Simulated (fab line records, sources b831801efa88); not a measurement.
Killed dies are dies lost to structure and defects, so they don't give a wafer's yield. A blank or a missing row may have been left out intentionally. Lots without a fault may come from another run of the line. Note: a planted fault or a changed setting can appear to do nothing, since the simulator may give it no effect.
Problem report, 8D (eight disciplines) form, completed by code ; flow sky130 ; the parts of the form that need people (team, actions taken, sign-off) are left out

## 1. THE ISSUE
LOCAL_INTERCONNECT_TIN_RS at SKY_LOCAL_INTERCONNECT_RS_MEAS_01 reads a mean of 13.19 ohm/sq on 1 wafer of 1 lot; wafers without a fault read 14.05 ohm/sq with a standard deviation of 0.13. Relative to the usual mean, that is a shift of -6.6 standard deviations.
The step: measures by four-point-probe.
First observed at day 33 13:26: wafer L116.3, on film-metro-04. Wafers with a number at this step in the record: 30, from 10 lots. Rule for "out" (also "out of limits"): further than 4 standard deviations from the usual mean. Any other wafer with a number is counted as sound.

## 2. WHAT IT IS AND WHAT IT IS NOT
question;is;is not
which readings at this step;LOCAL_INTERCONNECT_TIN_RS;-
which lots;L116;L105, L106, L108, L109, L120, L124, L126, L127, L128
which wafers of those lots;L116.3;L116.2, L116.4
read on which gauges;film-metro-04;film-metro-01, film-metro-02
when;from day 33 13:26;"up to then (14 sound wafers); but 15 sound wafers of L120, L124, L126, L127, L128 came after"

## 3. THE SUSPECTS, EACH WITH WHAT RULES IT OUT
Counting: if a tool at a process step up to the reading ran every lot that is out, it stays a suspect. Sound lots after the first of them don't rule it out here, since some wafers of a struck lot are sound.
- the gauge at SKY_LOCAL_INTERCONNECT_RS_MEAS_01: ruled out. All the wafers that are out were read on film-metro-04, but those of them that SKY_LOCAL_INTERCONNECT_METAL_ETCH_14 has rows for are out there too, on other tools.
- pvd-sputter-03 at SKY_LOCAL_INTERCONNECT_SPUTTER_00 (material TiN, target thk 100 nm, time 83.3 s): kept. The lot that is out, L116, ran on it at day 33 13:22; the last sound lot it ran before that was L108, at day 30 03:13.
Left after counting: pvd-sputter-03 at SKY_LOCAL_INTERCONNECT_SPUTTER_00.

## 4. THE CAUSE (what the simulator had put in)
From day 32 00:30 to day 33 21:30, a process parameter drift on pvd-sputter-03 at SKY_LOCAL_INTERCONNECT_SPUTTER_00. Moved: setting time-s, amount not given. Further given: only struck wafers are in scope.
This tool alone remained once counting was done.

## 5. THE EFFECT CHAIN, in route order
One row per reading whose mean, taken over the struck wafers that have a number, lies over 3 standard deviations from the usual. Readings are gone through only where the record gives a usual standard deviation; hours: the median, over the lots, of the time from a lot's start at the first step in this table giving one to that lot's start at this step; sigmas: the change measured in usual standard deviations.
hours;step;reading;usual;on struck wafers;change;sigmas
0;SKY_LOCAL_INTERCONNECT_RS_MEAS_01;LOCAL_INTERCONNECT_TIN_RS;14.05 ohm/sq;13.19;-0.86;-6.6
0;SKY_LOCAL_INTERCONNECT_THK_MEAS_02;LOCAL_INTERCONNECT_TIN_THK;98.7 nm;104.8;+6.1;+5.1
27;SKY_LOCAL_INTERCONNECT_METAL_ETCH_14;oes-product-au;0.945 a.u.;0.984;+0.039;+6.5
27;SKY_LOCAL_INTERCONNECT_METAL_ETCH_14;throttle-valve-pct;21.898 %;21.871;-0.027;-3.1
Its process steps:
- SKY_LOCAL_INTERCONNECT_METAL_ETCH_14: etches TiN in Cl2/BCl3, stops on PSG, target depth 110 nm, time 31.4 s.

## 6. WHAT WOULD HAVE CAUGHT IT SOONER
In this record the first reading out of limits at a measuring or inspecting step was taken at day 33 13:26, 37 hours after the fault began at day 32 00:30.
An alarm limit of 4 standard deviations would not have fired on the tool readings at SKY_LOCAL_INTERCONNECT_SPUTTER_00 for which the record gives a usual standard deviation, since none of them was out on any struck wafer.
The start of SKY_LOCAL_INTERCONNECT_SPUTTER_00 on pvd-sputter-03 came by day 33 13:26 for every one of the lots that are out (1). Had the tool been put on hold then, not one of them would have been saved.
